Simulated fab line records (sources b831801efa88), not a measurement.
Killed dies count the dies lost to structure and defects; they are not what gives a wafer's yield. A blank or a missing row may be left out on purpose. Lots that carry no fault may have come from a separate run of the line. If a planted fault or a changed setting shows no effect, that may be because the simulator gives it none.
fab line records    flow sky130
record lots=7  wafers=21  lastDay=50
route steps=708 shown VIA2@509 PAD_OPEN@708
lots that met no fault: from a run of the same line without faults
startH: hours from the record's first day to the start of the lot's first wafer shown    waitH: time in hours since the lot's previous step    " unchanged from the row above    L1.1+2: several wafers, shown together as one row    - value missing, or start not given    * or withheld: withheld    < > ~ a bound
route shown NAME@n: NAME is a module with steps in the file, n the number in the route of the first one    usual: average and standard deviation across the fault-free wafers    same: alike in all rows    chamber/n: place in a boat    sites: the reading at each site    _std_site: standard deviation of those values    _edge_site: outer sites' mean less inner sites'    radiusMm: for every site, how far away it sits from the centre of the wafer    mask NAME#n: copy n    behind: the most recent tool/chamber to have shaped the wafer    hold: reason for holding the lot/hours on hold/outcome of the hold    device: names the non-switching transistor (n, p or np)    end of line: the route-end tests of the same wafers    a step without rows: its recipe alone    killed: count of dies lost to structure and defects at first sort (not the wafer's yield)    map: dies across one wafer; x = killed, . = not, _ = none there
set.NAME: the setting that was run; set.NAME@STEP: the one run at that earlier step    model.NAME: the simulator's own value behind a step, which no gauge read
lots seen at some steps along the route; tables by step, rows by wafer
services: when a tool's chamber went out of use (startH, in hours from the record's first day, below 0 if earlier), for how many hours, and the reason
## steps
# step SKY_VIA2_CMP_02
# recipe material=SiO2  downForcePsi=4  platenRpm=60  padVelocityMS=0.94248
# usual motorCurrentA=11.8/1.1
lot.wafer  tool    chamber  startH  waitH  motorCurrentA
L452.4     cmp-01  2        812.29  0.1    11.1
L452.5     "       1        "       "      13.5
L452.6     "       2        "       "      10.9
L454.1     cmp-01  3        863.98  0.1    10.8
L454.4     "       0        "       "      10.8
L454.6     "       2        "       "      11.6
L458.3     cmp-01  3        868.56  0.0    10.5
L458.5     "       3        "       "      11.2
L458.6     "       0        "       "      10.8
L469.4     cmp-02  1        940.74  0.2    13.9
L469.1     "       2        "       "      12.2
L469.2     "       0        "       "      12.0
L473.3     cmp-01  3        971.71  0.1    10.5
L473.4     "       0        "       "      10.7
L473.1     "       1        "       "      13.5
L472.4     cmp-01  3        972.86  0.3    11.3
L472.2     "       0        "       "      11.1
L472.1     "       1        "       "      13.1
L474.4     cmp-01  2        976.61  0.1    11.1
L474.3     "       3        "       "      11.0
L474.6     "       1        "       "      13.4
# step SKY_VIA2_BOW_MEAS_03
# recipe mode=bow
# usual VIA2_BOW=85/6.6
lot.wafer  tool          chamber  startH  waitH  VIA2_BOW[um]
L452.4     filmMetro-04  -        812.60  0.3    79
L452.5     "             -        "       "      77
L452.6     "             -        "       "      83
L454.1     filmMetro-04  -        864.18  0.1    95
L454.4     "             -        "       "      93
L454.6     "             -        "       "      75
L458.3     filmMetro-01  -        868.90  0.3    82
L458.5     "             -        "       "      91
L458.6     "             -        "       "      86
L469.1     filmMetro-01  -        941.04  0.2    83
L469.2     "             -        "       "      78
L469.4     "             -        "       "      80
L473.1     filmMetro-01  -        971.96  0.1    97
L473.3     "             -        "       "      82
L473.4     "             -        "       "      88
L472.1     filmMetro-03  -        973.16  0.1    85
L472.2     "             -        "       "      97
L472.4     "             -        "       "      88
L474.3     filmMetro-03  -        976.90  0.2    81
L474.4     "             -        "       "      82
L474.6     "             -        "       "      90
# step SKY_VIA2_DEHYDRATE_04
# recipe tempC=200  timeS=60
# step SKY_VIA2_HMDS_05
# recipe primeTimeS=60  primeTempC=120
# step SKY_VIA2_COAT_06
# recipe resist=BARC  tempC=withheld  timeS=withheld  spinRpm=3000  resistThkNm=60
# step SKY_VIA2_COAT_07
# recipe resist=KrF-thick  spinRpm=3000  resistThkNm=450
# step SKY_VIA2_SOFTBAKE_08
# recipe tempC=100  timeS=90  resist=KrF-thick
# step SKY_VIA2_EXPOSE_09
# recipe maskId=VIM2  na=0.8  sourceShape=annular  sigmaInner=0.55  sigmaOuter=0.85  targetCdNm=200  doseMj=38
# step SKY_VIA2_PEB_10
# recipe pebTempC=withheld  pebTimeS=withheld  resist=KrF-thick
# step SKY_VIA2_DEVELOP_11
# recipe developTimeS=60  resist=KrF-thick  devTempC=21
# step SKY_VIA2_CD_MEAS_12
# recipe targetCdNm=200
# usual cdNm=199.7/1.6
lot.wafer  tool      chamber  startH  waitH  cdNm
L452.4     cdSem-02  -        838.32  -      200.5
L452.5     "         -        "       "      202.0
L452.6     "         -        "       "      200.1
L454.1     cdSem-01  -        890.38  -      200.5
L454.4     "         -        "       "      200.4
L454.6     "         -        "       "      201.1
L458.3     cdSem-02  -        895.02  -      200.7
L458.5     "         -        "       "      199.3
L458.6     "         -        "       "      200.4
L469.1     cdSem-02  -        966.18  -      200.1
L469.2     "         -        "       "      199.8
L469.4     "         -        "       "      200.5
L473.1     cdSem-01  -        995.09  -      199.7
L473.3     "         -        "       "      201.9
L473.4     "         -        "       "      200.0
L472.1     cdSem-01  -        996.31  -      200.3
L472.2     "         -        "       "      201.8
L472.4     "         -        "       "      201.4
L474.3     cdSem-02  -        999.80  -      198.7
L474.4     "         -        "       "      197.7
L474.6     "         -        "       "      198.3
# step SKY_VIA2_OVL_MEAS_13
# usual VIA2_OVL=-1/5.3
lot.wafer  tool        chamber  startH  waitH  VIA2_OVL[nm]
L452.4     overlay-01  -        838.39  0.1    -9
L452.5     "           -        "       "      -7
L452.6     "           -        "       "      -3
L454.1     overlay-01  -        890.50  0.1    6
L454.4     "           -        "       "      -2
L454.6     "           -        "       "      -1
L458.3     overlay-01  -        895.11  0.1    -11
L458.5     "           -        "       "      -6
L458.6     "           -        "       "      -10
L469.1     overlay-01  -        966.30  0.1    -7
L469.2     "           -        "       "      -3
L469.4     "           -        "       "      0
L473.1     overlay-01  -        995.21  0.1    4
L473.3     "           -        "       "      2
L473.4     "           -        "       "      -1
L472.1     overlay-02  -        996.43  0.1    -9
L472.2     "           -        "       "      -5
L472.4     "           -        "       "      -5
L474.3     overlay-01  -        999.89  0.1    8
L474.4     "           -        "       "      12
L474.6     "           -        "       "      5
# step SKY_VIA2_ETCH_14
# recipe chemistry=N2/H2  target=BARC  ionEnergyEv=200  sourceW=500  biasW=100  pressureMtorr=30  n2FlowSccm=100  h2FlowSccm=200  stopOn=SiO2  timeS=45.9  targetDepthA=600
# usual biasW=100.04/0.3  chamberPressureMTorr=29.997/0.027  drypumpMotorCurrentA=5.9/0.39  oesProductAu=0.854/0.0046  throttleValvePct=13.224/0.0093
lot.wafer  tool        chamber  startH  waitH  biasW   chamberPressureMTorr  drypumpMotorCurrentA  oesProductAu  rfHoursCounterH  throttleValvePct  model.KrF-thick_of_VIA2_COAT_07.thkNm
L452.4     rieDiel-04  0        838.43  0.0    100.37  29.965                6.5                   0.851         -                13.221            394.2
L452.5     "           3        "       "      100.02  29.974                6.6                   0.857         -                13.223            393.9
L452.6     "           1        "       "      99.86   30.027                6.2                   0.849         -                13.234            395.4
L454.1     rieDiel-04  3        890.53  0.0    100.14  29.984                6.6                   0.855         7                13.226            392.5
L454.4     "           2        "       "      100.03  29.965                5.7                   0.849         13               13.219            392.7
L454.6     "           2        "       "      99.83   29.988                5.7                   0.850         -                13.225            393.7
L458.3     rieDiel-01  2        895.13  0.0    100.03  30.007                5.8                   0.850         10               13.232            395
L458.5     "           1        "       "      100.13  29.993                5.0                   0.852         -                13.230            395.9
L458.6     "           2        "       "      99.98   29.976                5.8                   0.857         -                13.208            395.2
L469.1     rieDiel-04  3        966.33  0.0    99.76   30.008                6.6                   0.851         9                13.205            393.1
L469.2     "           2        "       "      100.04  29.995                5.7                   0.853         15               13.213            393
L469.4     "           3        "       "      100.26  29.974                6.6                   0.856         -                13.216            393.9
L473.1     rieDiel-01  0        995.25  0.0    -       -                     -                     -             -                -                 439.2
L473.3     "           3        "       "      -       -                     -                     -             -                -                 438.3
L473.4     "           3        "       "      -       -                     -                     -             -                -                 438.4
L472.1     rieDiel-01  3        996.46  0.0    -       -                     -                     -             -                -                 439.4
L472.2     "           2        "       "      -       -                     -                     -             -                -                 438.1
L472.4     "           0        "       "      -       -                     -                     -             -                -                 437.3
L474.3     rieDiel-01  3        999.91  0.0    -       -                     -                     -             -                -                 436.7
L474.4     "           3        "       "      -       -                     -                     -             -                -                 436.9
L474.6     "           0        "       "      -       -                     -                     -             -                -                 435.9
# step SKY_VIA2_ETCH_15
# recipe target=SiO2  chemistry=C4F8/O2/Ar  targetDepthNm=546  stopOn=TiN  maskMaterial=KrF-thick  sourceW=1500  biasW=1200  pressureMtorr=40  c4f8FlowSccm=withheld  O2_flow_sccm=6  Ar_flow_sccm=300  timeS=84
# usual biasW=1201/3.6  chamberPressureMTorr=40.00/0.038  oesProductAu=0.941/0.0047
lot.wafer  tool        chamber  startH  waitH  biasW  chamberPressureMTorr  oesProductAu  rfHoursCounterH  model.KrF-thick_of_VIA2_COAT_07.thkNm
L452.4     rieDiel-04  0        838.49  0.0    1197   39.99                 0.946         -                285.3
L452.5     "           3        "       "      1196   40.01                 0.939         -                283.1
L452.6     "           1        "       "      1201   39.95                 0.938         -                285.7
L454.1     rieDiel-04  3        890.58  0.0    1199   40.04                 0.934         7                281.7
L454.4     "           2        "       "      1198   40.02                 0.935         13               284.2
L454.6     "           2        "       "      1199   39.96                 0.942         -                285
L458.3     rieDiel-01  1        895.18  0.0    1195   39.99                 0.941         26               288.7
L458.5     "           1        "       "      1205   40.02                 0.944         -                289.8
L458.6     "           2        "       "      1198   40.02                 0.938         -                288.4
L469.1     rieDiel-04  3        966.38  0.0    1198   39.96                 0.939         9                282
L469.2     "           2        "       "      1202   39.94                 0.944         15               284.4
L469.4     "           3        "       "      1202   39.94                 0.941         -                282.6
L473.1     rieDiel-01  0        995.29  0.0    1200   39.98                 0.366         15               330.6
L473.3     "           3        "       "      1199   40.02                 0.381         14               330.5
L473.4     "           3        "       "      1198   39.96                 0.373         -                330.4
L472.1     rieDiel-01  3        996.50  0.0    1200   39.99                 0.378         14               330.3
L472.2     "           2        "       "      1199   40.03                 0.377         13               329.4
L472.4     "           0        "       "      1197   40.06                 0.370         -                328.8
L474.3     rieDiel-01  3        999.95  0.0    1196   40.01                 0.376         14               327.4
L474.4     "           3        "       "      1200   40.01                 0.369         -                328.6
L474.6     "           0        "       "      1201   39.99                 0.374         -                328.1
# step SKY_VIA2_STRIP_16
# recipe chemistry=O2/N2  powerW=1400  pressureMtorr=1500  platenTempC=withheld  o2FlowSccm=3000  n2FlowSccm=300  overashFraction=0.5
# usual drypumpMotorCurrentA=5.8/0.6  oesProductAu=0.399/0.0048  stripTimeToEndpointS=4.065/0.026
lot.wafer  tool            chamber  startH   waitH  drypumpMotorCurrentA  oesProductAu  rfHoursCounterH  stripTimeToEndpointS
L452.4     plasmaAsher-02  0        838.55   0.0    6.0                   0.404         -                4.062
L452.5     "               1        "        "      5.1                   0.392         -                4.048
L452.6     "               0        "        "      6.1                   0.399         -                4.082
L454.1     plasmaAsher-02  1        890.64   0.0    5.1                   0.392         46               4.035
L454.4     "               1        "        "      5.1                   0.403         -                4.072
L454.6     "               0        "        "      6.1                   0.396         -                4.065
L458.3     plasmaAsher-01  1        895.30   0.1    6.6                   0.400         -                4.103
L458.5     "               0        "        "      5.3                   0.402         -                4.109
L458.6     "               1        "        "      6.5                   0.404         -                4.096
L469.1     plasmaAsher-02  0        966.44   0.0    6.1                   0.396         53               4.034
L469.2     "               1        "        "      5.1                   0.396         53               4.053
L469.4     "               1        "        "      5.1                   0.393         -                4.035
L473.1     plasmaAsher-02  0        995.35   0.0    6.1                   0.416         55               4.560
L473.3     "               0        "        "      6.0                   0.414         -                4.549
L473.4     "               1        "        "      5.1                   0.426         -                4.539
L472.1     plasmaAsher-03  1        996.57   0.0    6.5                   0.421         86               4.554
L472.2     "               0        "        "      5.2                   0.420         86               4.531
L472.4     "               1        "        "      6.5                   0.419         -                4.516
L474.3     plasmaAsher-03  0        1000.05  0.1    5.2                   0.419         -                4.496
L474.4     "               1        "        "      6.6                   0.418         -                4.524
L474.6     "               0        "        "      5.2                   0.411         -                4.542
# step SKY_VIA2_STRIP_17
# recipe chemistry=postEtchResidueRemover  timeS=1200  tempC=72.5
# step SKY_PAD_OPEN_PROBE_99
# usual defectLimitedYield=82.7/2.1  killed_at_M0_to_M3=43/7.2  killed_at_M4_up=3.3/1.8  killedAtContacts=23/5.5  killedAtFrontEnd=16/5.1  killedAtOther=0.4/0.65  killedDies=85/10  killedOnRim=17/4.3  killedOpen=46/7.1  killedShort=38/7.2  sort_bin_3_pad_short=0.9/0.41  sort_bin_5_function=10.2/1.5  sort_bin_6_memory=6.2/1.1  sortNPass=407/10  sortYieldPct=82.7/2.1
# same grossDies=492  killedAtBackSide=0  sort_bin_4_leakage[%]=0  sort_bin_8_speed[%]=0
lot.wafer  tool       chamber  startH   waitH  defectLimitedYield[%]  killed_at_M0_to_M3  killed_at_M4_up  killedAtContacts  killedAtFrontEnd  killedAtOther  killedDies  killedOnRim  killedOpen  killedShort  sort_bin_3_pad_short[%]  sort_bin_5_function[%]  sort_bin_6_memory[%]  sortNPass  sortYieldPct[%]
L458.3     prober-01  -        1111.67  0.2    82.7                   43                  3                24                15                0              85          18           42          41           1.8                      10.4                    5.1                   407        82.7
L458.5     prober-01  -        1111.77  0.2    82.5                   42                  3                23                18                0              86          15           53          33           0.4                      10.6                    6.5                   406        82.5
L458.6     prober-01  -        1111.82  0.2    86.2                   28                  1                26                13                0              68          7            40          27           1.0                      9.1                     3.7                   424        86.2
L469.1     prober-02  -        1166.40  0.1    83.3                   45                  3                19                15                0              82          20           42          40           0.4                      9.3                     6.9                   410        83.3
L469.2     prober-02  -        1166.45  0.1    84.3                   40                  4                20                13                0              77          12           38          39           1.0                      10.0                    4.7                   415        84.3
L469.4     prober-02  -        1166.55  0.2    86.6                   34                  5                19                8                 0              66          20           41          25           0.4                      8.5                     4.5                   426        86.6
L473.1     prober-01  -        1187.45  0.1    0                      438                 9                25                20                0              492         96           41          48           1.8                      91.5                    6.7                   0          0
L473.3     prober-01  -        1187.55  0.2    0                      452                 2                24                14                0              492         96           38          49           1.6                      91.7                    6.7                   0          0
L473.4     prober-01  -        1187.60  0.2    0                      461                 3                15                13                0              492         96           39          30           1.2                      93.7                    5.1                   0          0
L472.1     prober-02  -        1189.35  0.1    0                      452                 7                22                10                1              492         96           41          46           1.4                      92.7                    5.9                   0          0
L472.2     prober-02  -        1189.40  0.1    0                      453                 2                21                16                0              492         96           56          32           0.8                      90.9                    8.3                   0          0
L472.4     prober-02  -        1189.50  0.2    0                      450                 2                21                19                0              492         96           47          27           0.6                      93.9                    5.5                   0          0
L474.3     prober-01  -        1191.86  0.2    0                      440                 4                31                17                0              492         96           38          48           1.0                      92.5                    6.5                   0          0
L474.4     prober-01  -        1191.91  0.2    0                      439                 1                38                14                0              492         96           47          32           0.6                      92.9                    6.5                   0          0
L474.6     prober-01  -        1192.01  0.2    0                      444                 3                28                17                0              492         96           48          47           0.8                      92.3                    6.9                   0          0
# killed by level:class
L458.3 METAL2:geometricParticle:short=9 CONTACT:geometricParticle:open=8 LI_CONTACT:geometricParticle:open=7 VIA3:geometricParticle:open=6 VIA2:geometricParticle:short=5 METAL1:geometricParticle:short=5 FIELD_ISO:geometricParticle:open=4 POLY_GATE:geometricParticle:open=4
L458.5 CONTACT:geometricParticle:open=11 VIA1:geometricParticle:open=11 VIA3:geometricParticle:open=7 POLY_GATE:geometricParticle:short=6 POLY_GATE:geometricParticle:open=6 LI_CONTACT:geometricParticle:open=6 VIA1:geometricParticle:short=5 VIA2:geometricParticle:open=4
L458.6 CONTACT:geometricParticle:open=11 VIA1:geometricParticle:open=7 LOCAL_INTERCONNECT:geometricParticle:short=5 METAL1:geometricParticle:short=5 VIA2:geometricParticle:open=5 FIELD_ISO:geometricParticle:open=4 LI_CONTACT:geometricParticle:open=4 LI_CONTACT:geometricParticle:short=4
L469.1 VIA1:geometricParticle:open=8 VIA2:geometricParticle:open=7 CONTACT:geometricParticle:open=7 VIA1:geometricParticle:short=7 VIA3:geometricParticle:short=5 FIELD_ISO:geometricParticle:short=4 POLY_GATE:geometricParticle:open=4 LI_CONTACT:geometricParticle:open=4
L469.2 FIELD_ISO:geometricParticle:open=8 VIA1:geometricParticle:open=8 LOCAL_INTERCONNECT:geometricParticle:short=7 VIA3:geometricParticle:open=7 METAL1:geometricParticle:short=6 VIA1:geometricParticle:short=6 LI_CONTACT:geometricParticle:open=5 CONTACT:geometricParticle:short=5
L469.4 CONTACT:geometricParticle:open=8 VIA3:geometricParticle:open=7 VIA1:geometricParticle:open=7 LI_CONTACT:geometricParticle:short=4 VIA2:geometricParticle:open=4 METAL1:geometricParticle:short=4 FIELD_ISO:geometricParticle:open=3 LI_CONTACT:geometricParticle:open=3
L473.1 VIA2:areaEtch=402 CONTACT:geometricParticle:open=9 VIA3:geometricParticle:open=8 METAL4:geometricParticle:short=8 POLY_GATE:geometricParticle:short=6 CONTACT:geometricParticle:short=5 LOCAL_INTERCONNECT:geometricParticle:short=4 POLY_GATE:geometricParticle:open=4
L473.3 VIA2:areaEtch=405 CONTACT:geometricParticle:open=9 VIA1:geometricParticle:open=9 POLY_GATE:geometricParticle:short=7 METAL1:geometricParticle:short=7 VIA1:geometricParticle:short=6 VIA3:geometricParticle:open=6 LOCAL_INTERCONNECT:geometricParticle:short=5
L473.4 VIA2:areaEtch=423 VIA1:geometricParticle:open=10 LI_CONTACT:geometricParticle:open=5 VIA3:geometricParticle:open=5 VIA1:geometricParticle:short=5 VIA2:geometricParticle:open=5 VIA3:geometricParticle:short=5 POLY_GATE:geometricParticle:open=4
L472.1 VIA2:areaEtch=405 METAL1:geometricParticle:short=11 CONTACT:geometricParticle:open=10 VIA1:geometricParticle:open=9 VIA3:geometricParticle:open=6 METAL2:geometricParticle:short=6 LOCAL_INTERCONNECT:geometricParticle:short=5 POLY_GATE:geometricParticle:short=4
L472.2 VIA2:areaEtch=403 VIA1:geometricParticle:open=16 CONTACT:geometricParticle:open=8 VIA3:geometricParticle:open=8 VIA2:geometricParticle:open=7 POLY_GATE:geometricParticle:open=5 LI_CONTACT:geometricParticle:open=5 LOCAL_INTERCONNECT:geometricParticle:short=4
L472.4 VIA2:areaEtch=416 VIA1:geometricParticle:open=15 CONTACT:geometricParticle:open=7 LI_CONTACT:geometricParticle:open=6 FIELD_ISO:geometricParticle:open=5 LOCAL_INTERCONNECT:geometricParticle:short=5 VIA2:geometricParticle:open=5 FIELD_ISO:geometricParticle:short=3
L474.3 VIA2:areaEtch=406 CONTACT:geometricParticle:open=10 LI_CONTACT:geometricParticle:short=7 VIA3:geometricParticle:open=7 CONTACT:geometricParticle:short=6 METAL2:geometricParticle:short=6 POLY_GATE:geometricParticle:short=5 VIA1:geometricParticle:open=5
L474.4 VIA2:areaEtch=413 CONTACT:geometricParticle:open=15 LI_CONTACT:geometricParticle:open=12 POLY_GATE:geometricParticle:short=6 LOCAL_INTERCONNECT:geometricParticle:short=5 VIA1:geometricParticle:open=4 VIA1:geometricParticle:short=4 METAL2:geometricParticle:short=4
L474.6 VIA2:areaEtch=397 CONTACT:geometricParticle:open=10 VIA1:geometricParticle:open=10 METAL1:geometricParticle:short=9 POLY_GATE:geometricParticle:open=7 LI_CONTACT:geometricParticle:open=7 FIELD_ISO:geometricParticle:short=4 LI_CONTACT:geometricParticle:short=4
# map L472.1 (x killed, . not)
__________xxxxxxxxxx_________
________xxxxxxxxxxxxxx_______
______xxxxxxxxxxxxxxxxxx_____
_____xxxxxxxxxxxxxxxxxxxx____
____xxxxxxxxxxxxxxxxxxxxxx___
___xxxxxxxxxxxxxxxxxxxxxxxx__
__xxxxxxxxxxxxxxxxxxxxxxxxxx_
_xxxxxxxxxxxxxxxxxxxxxxxxxxxx
_xxxxxxxxxxxxxxxxxxxxxxxxxxxx
_xxxxxxxxxxxxxxxxxxxxxxxxxxxx
_xxxxxxxxxxxxxxxxxxxxxxxxxxxx
_xxxxxxxxxxxxxxxxxxxxxxxxxxxx
_xxxxxxxxxxxxxxxxxxxxxxxxxxxx
_xxxxxxxxxxxxxxxxxxxxxxxxxxxx
_xxxxxxxxxxxxxxxxxxxxxxxxxxxx
__xxxxxxxxxxxxxxxxxxxxxxxxxx_
___xxxxxxxxxxxxxxxxxxxxxxxx__
____xxxxxxxxxxxxxxxxxxxxxx___
_____xxxxxxxxxxxxxxxxxxxx____
______xxxxxxxxxxxxxxxxxx_____
________xxxxxxxxxxxxxx_______
__________xxxxxxxxxx_________
# map L473.1 (x killed, . not)
__________xxxxxxxxxx_________
________xxxxxxxxxxxxxx_______
______xxxxxxxxxxxxxxxxxx_____
_____xxxxxxxxxxxxxxxxxxxx____
____xxxxxxxxxxxxxxxxxxxxxx___
___xxxxxxxxxxxxxxxxxxxxxxxx__
__xxxxxxxxxxxxxxxxxxxxxxxxxx_
_xxxxxxxxxxxxxxxxxxxxxxxxxxxx
_xxxxxxxxxxxxxxxxxxxxxxxxxxxx
_xxxxxxxxxxxxxxxxxxxxxxxxxxxx
_xxxxxxxxxxxxxxxxxxxxxxxxxxxx
_xxxxxxxxxxxxxxxxxxxxxxxxxxxx
_xxxxxxxxxxxxxxxxxxxxxxxxxxxx
_xxxxxxxxxxxxxxxxxxxxxxxxxxxx
_xxxxxxxxxxxxxxxxxxxxxxxxxxxx
__xxxxxxxxxxxxxxxxxxxxxxxxxx_
___xxxxxxxxxxxxxxxxxxxxxxxx__
____xxxxxxxxxxxxxxxxxxxxxx___
_____xxxxxxxxxxxxxxxxxxxx____
______xxxxxxxxxxxxxxxxxx_____
________xxxxxxxxxxxxxx_______
__________xxxxxxxxxx_________
## services
tool            chamber  startH  hours  kind
cmp-01          -        799.31  5.4    pm
rieDiel-04      3        823.25  2.8    repair
rieDiel-04      2        825.06  14.3   repair
rieDiel-01      1        832.77  18.1   repair
plasmaAsher-01  -        837.05  2.1    repair
rieDiel-01      -        837.55  4.0    pm
rieDiel-04      1        840.37  1.3    repair
rieDiel-01      -        842.88  15.6   pm
rieDiel-04      2        865.47  2.0    repair
rieDiel-01      0        888.72  12.8   repair
plasmaAsher-02  -        895.01  2.8    pm
rieDiel-01      3        903.81  2.4    repair
cmp-01          -        907.10  2.2    repair
cmp-02          -        912.00  4.0    pm
rieDiel-01      1        912.42  3.0    repair
rieDiel-01      1        916.68  2.7    repair
plasmaAsher-02  -        918.88  0.4    repair
plasmaAsher-02  -        928.85  5.6    repair
rieDiel-01      2        930.07  5.0    repair
rieDiel-01      1        936.56  8.7    repair
rieDiel-04      0        958.98  14.2   repair
cmp-01          -        959.84  1.6    repair
rieDiel-01      2        965.75  3.7    repair
plasmaAsher-02  -        987.78  3.6    repair
## key
firstSign step=SKY_VIA2_ETCH_14  reading=toolRecord  direction=missing
effect step=SKY_VIA2_ETCH_15  reading=oesProductAu  direction=down  sigmas=99+  usual=0.941  struck=0.374
effect step=SKY_VIA2_STRIP_16  reading=stripTimeToEndpointS  direction=up  sigmas=18  usual=*  struck=*
effect step=SKY_PAD_OPEN_PROBE_99  reading=killed_at_M0_to_M3  direction=up  sigmas=57  usual=43  struck=448
modelEffect step=SKY_VIA2_ETCH_14  value=KrF-thick_of_VIA2_COAT_07.thkNm  without=395.3  struck=437.8
modelEffect step=SKY_VIA2_ETCH_15  value=KrF-thick_of_VIA2_COAT_07.thkNm  without=286.8  struck=329.3
moreKillsBornAt SKY_VIA2_ETCH_14@rieDiel-01=3670
metAt SKY_VIA2_ETCH_14
struckWafers L472.1,L472.2,L472.4,L473.1,L473.3,L473.4,L474.3,L474.4,L474.6
laterRowsLeftOut L472.1,L472.2,L472.4,L473.1,L473.3,L473.4,L474.3,L474.4,L474.6
onsetBetween 895.13 995.25
fault kind=skippedStepWhole  tool=rieDiel-01  chamber=-  onsetH=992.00  steps=SKY_VIA2_ETCH_14  scope=struckLotsOnly
# laterRowsLeftOut: the simulator's readings of these wafers behind a module that went badly wrong aren't trusted and aren't shown, but for the sort
